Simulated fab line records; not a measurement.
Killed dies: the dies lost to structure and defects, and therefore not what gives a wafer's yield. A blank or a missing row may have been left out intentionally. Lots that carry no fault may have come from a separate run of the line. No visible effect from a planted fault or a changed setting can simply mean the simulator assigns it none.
Comparing a struck lot with a sound one ; flow sky130 ; 15 steps out of a route of 708
Sound: the wafers L923.1, L923.3, L923.4. Struck: wafer L911.4 (left out: L911.2, L911.6 of the same lot, which were not struck); the cause appears at the end.
Order at every step that has rows: each side's tool, ch and its chambers, its first start. Under that, the readings that differ: sound wafers ; struck wafers ; difference of the means ; sigmas: that difference in standard deviations of wafers without a fault.
alike: words and numbers the same on both sides, and readings whose means are apart by under 2 such deviations; not compared: readings that were withheld, readings missing a value for some wafer, numbers with overlapping values and no deviation given by the record, and bounds like >300 which may hide the same value.
A row with sigmas, a row that says differs or no value, or rows on one side alone: a step with any of these is where the two part. Numbers that don't overlap but have no deviation are shown without sigmas and don't part them. Lack of a reading on every wafer of one side parts them only where that side has two or more wafers.

SKY_METAL2_STRIP_20: strips in O2/N2.
  sound on plasmaAsher-02 ch 0,1, day 40 13:13; struck on plasmaAsher-01 ch 1, day 37 06:31
reading;sound;struck;difference;sigmas
n2FlowSccm (sccm);300.3 300.1 300.1;302.1;+1.9;+2
  alike: drypumpMotorCurrentA, o2FlowSccm, oesProductAu, stripTimeToEndpointS
  not compared: rfHoursCounterH
then, 4 steps without rows for these wafers: SKY_METAL2_STRIP_21 (strips in post etch residue remover, time 1200 s); SKY_METAL2_CLEAN_22 (cleans in IPA, time 180 s); SKY_METAL2_CLEAN_23 (cleans in O3/DIW); SKY_VIA2_HDPCVD_00 (deposits SiO2, target thk 1180 nm, time 196.7 s).
SKY_VIA2_THK_MEAS_01:
  struck on filmMetro-01, day 37 07:19; sound on filmMetro-04, day 40 13:56
  alike: VIA2_HDPCVD_THK
SKY_VIA2_CMP_02: polishes SiO2.
  sound on cmp-01 ch 0,1,2, day 40 14:10; struck on cmp-02 ch 0, day 37 07:22
  alike: motorCurrentA, slurryFlowMlMin
SKY_VIA2_BOW_MEAS_03:
  struck on filmMetro-02, day 37 07:51; sound on filmMetro-04, day 40 14:28
  alike: VIA2_BOW
then, 4 steps without rows for these wafers: SKY_VIA2_DEHYDRATE_04 (time 60 s); SKY_VIA2_HMDS_05 (prime time 60 s); SKY_VIA2_COAT_06 (resist thk 60 nm); SKY_VIA2_COAT_07 (resist thk 450 nm).
SKY_VIA2_SOFTBAKE_08: time 90 s.
  sound on lithoTrack-02 ch 0, day 41 01:00; struck on lithoTrack-02 ch 0, day 37 20:00
reading;sound;struck;difference;sigmas
heaterPowerTotalW (W);57.38 57.25 57.53;59.17;+1.78;+16
runLengthS (s);119.48 119.37 119.19;111.54;-7.81;-65
  alike: chillPlateTempC
  not compared: plateTempC
then, 1 step without rows for these wafers: SKY_VIA2_EXPOSE_09 (exposes mask VIM2, target cd 200 nm).
-- the record jumps here: 10 days lie between the struck wafers' starts before and after (it left off in module VIA2 and takes up again in module PAD_OPEN, whose first step shown is number 708 of the route) --
SKY_PAD_OPEN_PROBE_99:
  struck on prober-01, day 47 08:45; sound on prober-01, day 49 19:41
reading;sound;struck;difference;sigmas
killed_at_M0_to_M3;43 35 48;25;-17;-2
  alike: defectLimitedYield, killed_at_M4_up, killedAtContacts, killedAtFrontEnd, killedAtOther, killedDies, killedOnRim, killedOpen, killedShort, sort_bin_3_pad_short, sort_bin_5_function, sort_bin_6_memory, sortNPass, sortYieldPct

WHERE THEY PART
Last at SKY_PAD_OPEN_PROBE_99 as far as this record goes, first at SKY_METAL2_STRIP_20.

WHY: what had been put in by the simulator
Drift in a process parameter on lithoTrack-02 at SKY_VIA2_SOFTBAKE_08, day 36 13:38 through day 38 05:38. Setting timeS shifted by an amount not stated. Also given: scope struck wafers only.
